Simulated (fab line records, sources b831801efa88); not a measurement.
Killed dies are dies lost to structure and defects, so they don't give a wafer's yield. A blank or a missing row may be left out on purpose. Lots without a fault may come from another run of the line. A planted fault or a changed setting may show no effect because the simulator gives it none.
Split-lot experiment | flow sky130 | 5 lots, 23 wafers read, on a route of 708 steps

THE SPLIT
At SKY_SONOS_ONO_EXPOSE_10 (exposes mask ONOM, target cd 410 nm), the setting dose_mj was moved away from the recipe's 150 on 8 of the 23 wafers read, by -2.5% to +4.7%. The other wafers ran this setting at the recipe's value.

FROM THE SPLIT TO THE READING: what the file shows between them, 2 steps
- SKY_SONOS_ONO_PEB_11
- SKY_SONOS_ONO_DEVELOP_12: develop time 60 s

THE READING
cd_nm, in nm, at SKY_SONOS_ONO_CD_MEAS_13 (target cd 410 nm). Fault-free wafers of this fab line usually give 410.2 nm, standard deviation 1.6 nm.

wafer  | tool, chamber at the split | dose_mj as run | against the recipe | cd_nm, nm | against lot-mates on the recipe
L077.1 | iline_stepper-02, 0        | 150            | recipe             | 408.3     | -
L077.2 | iline_stepper-02, 0        | 146.3          | -2.5%              | 418.2     | +9.2
L077.3 | iline_stepper-02, 0        | 150            | recipe             | 409.6     | -
L077.4 | iline_stepper-02, 0        | 146.3          | -2.5%              | 417.5     | +8.5
L077.5 | iline_stepper-02, 0        | 146.3          | -2.5%              | 418.6     | +9.6
L079.1 | iline_stepper-02, 0        | 155.2          | +3.5%              | 399.2     | -11.1
L079.2 | iline_stepper-02, 0        | 155.2          | +3.5%              | 401.1     | -9.2
L079.3 | iline_stepper-02, 0        | 150            | recipe             | 410.5     | -
L079.4 | iline_stepper-02, 0        | 155.2          | +3.5%              | 399.0     | -11.3
L079.5 | iline_stepper-02, 0        | 150            | recipe             | 410.1     | -
L080.2 | iline_stepper-02, 0        | 150            | recipe             | 411.9     | -
L080.3 | iline_stepper-02, 0        | 150            | recipe             | 415.3     | -
L080.4 | iline_stepper-02, 0        | 157.1          | +4.7%              | 400.2     | -13.7
L080.5 | iline_stepper-02, 0        | 157.1          | +4.7%              | 399.2     | -14.7
L080.6 | iline_stepper-02, 0        | 150            | recipe             | 414.6     | -
L083.1 | iline_stepper-01, 0        | 150            | recipe             | 409.2     | -
L083.3 | iline_stepper-01, 0        | 150            | recipe             | 411.3     | -
L083.4 | iline_stepper-01, 0        | 150            | recipe             | 407.8     | -
L083.5 | iline_stepper-01, 0        | 150            | recipe             | 410.7     | -
L083.6 | iline_stepper-01, 0        | 150            | recipe             | 409.5     | -
L085.1 | iline_stepper-01, 0        | 150            | recipe             | 413.3     | -
L085.2 | iline_stepper-01, 0        | 150            | recipe             | 411.2     | -
L085.4 | iline_stepper-01, 0        | 150            | recipe             | 411.0     | -

THE FIT
A straight line over all 23 wafers: cd_nm changes by -2.78 nm for each +1% of dose_mj; r = -0.95; the points scatter about the line by 2 nm.
The same after taking each lot's own level away (the mean of its wafers on the recipe; 23 wafers): -3.19 nm for each +1%; r = -0.99; scatter 1.1 nm.
On that fit, the largest move of dose_mj shifts the reading by 15 nm.
The lots' own levels span 408.95 to 413.93 nm, that is 3.1 times the standard deviation above.
So the lot-to-lot level changes the slope: the two fits differ.
Check: with one of the wafers moved furthest among these (+4.7%) left out of the fit, the line predicts -15.1 nm for it against its lot-mates. It came out at -13.7 nm against them.

OTHER SPLITS ON THESE WAFERS
These wafers also went through other splits before the reading. Each is held against what the fit with the lots' levels taken away leaves over:
other split on the same wafers            | wafers away from the commonest value | r with cd_nm (lot level and that fit taken away)
SKY_VT_ADJUST_LVTN_STRIP_20 o2_flow_sccm  | 8                                    | +0.39
SKY_VT_ADJUST_NCORE_DEVELOP_06 dev_temp_c | 9                                    | +0.33
SKY_VT_ADJUST_HVTR_COAT_02 spin_rpm       | 11                                   | -0.06
SKY_VT_ADJUST_PCH_IMPLANT_08 energy_kev   | 10                                   | -0.11
SKY_SONOS_TUNNEL_IMPLANT_09 dose_cm2      | 8                                    | -0.20
SKY_SONOS_ONO_CVD_02 pressure_mtorr       | 15                                   | +0.14

THE WHOLE CHAIN: every reading that the file lists as answering this split, in the file's order
step                     | what it does                                                       | reading                                                          | change (the file's fit)              | r (the file's)
SKY_SONOS_ONO_CD_MEAS_13 | target cd 410 nm                                                   | cd_nm                                                            | -3.12 nm for each +1% of the setting | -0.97
SKY_SONOS_ONO_ETCH_15    | etches the open film in CHF3/O2, target depth 19.52 nm, time 7.8 s | SONOS_ONO.cd_nm (the simulator's own value, which no gauge read) | -3.14 nm for each +1% of the setting | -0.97

THE FILE'S OWN FIT
cd_nm changes by -3.12 nm for each +1% of dose_mj, r = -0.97.
